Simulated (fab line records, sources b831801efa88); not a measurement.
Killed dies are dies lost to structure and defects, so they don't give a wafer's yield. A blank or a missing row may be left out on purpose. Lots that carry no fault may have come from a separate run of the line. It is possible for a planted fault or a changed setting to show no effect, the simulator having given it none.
Matching of chambers    flow gf180mcu    4 sister chambers for GF_V2_CMP_26 on cmp-01
The step polishes, stops on SiO2, t overpolish 15 s, target thk 0 nm. 4 wafers are shown with their chamber, then 9 later ones without.

== EACH WAFER AND ITS CHAMBER ==
wafer   chamber  motorCurrentA (A)
L825.2  1        9.5
L836.4  2        11.1
L836.5  0        11.1
L836.6  3        11.1

== WAFERS MISSING THEIR CHAMBER ==
wafer   motorCurrentA (A)
L838.1  10.9
L838.3  9.0
L838.5  11.5
L839.3  9.4
L839.4  10.7
L839.5  9.1
L842.2  9.5
L842.3  10.3
L842.5  11.4

== WHICH CHAMBER EACH WENT THROUGH ==
wafer   from the rows above                in truth
L838.1  can't be placed: 0 or 2 or 3       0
L838.3  1                                  1
L838.5  can't be placed: 0 or 2 or 3       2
L839.3  1                                  1
L839.4  can't be placed: 0 or 2 or 3 or 1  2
L839.5  1                                  1
L842.2  1                                  1
L842.3  can't be placed: 0 or 2 or 3 or 1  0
L842.5  can't be placed: 0 or 2 or 3       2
Placed correctly: 4 of 9. Not placeable from these rows: 5 (in 5, the candidates include the true chamber). 0 placed wrongly.
How it was worked out, from the rows above alone: a wafer's distance from a chamber is the root of the sum, over the readings, of the square of ((its reading less the chamber's mean) divided by the reading's scatter). If the next closest chamber is less than 2 further off than the closest, the wafer can't be placed; otherwise it belongs to the closest. The mean given for a chamber averages the wafers shown for that chamber. The scatter: root of mean squared gap, hidden wafer to nearest shown wafer, with one shown wafer a chamber.
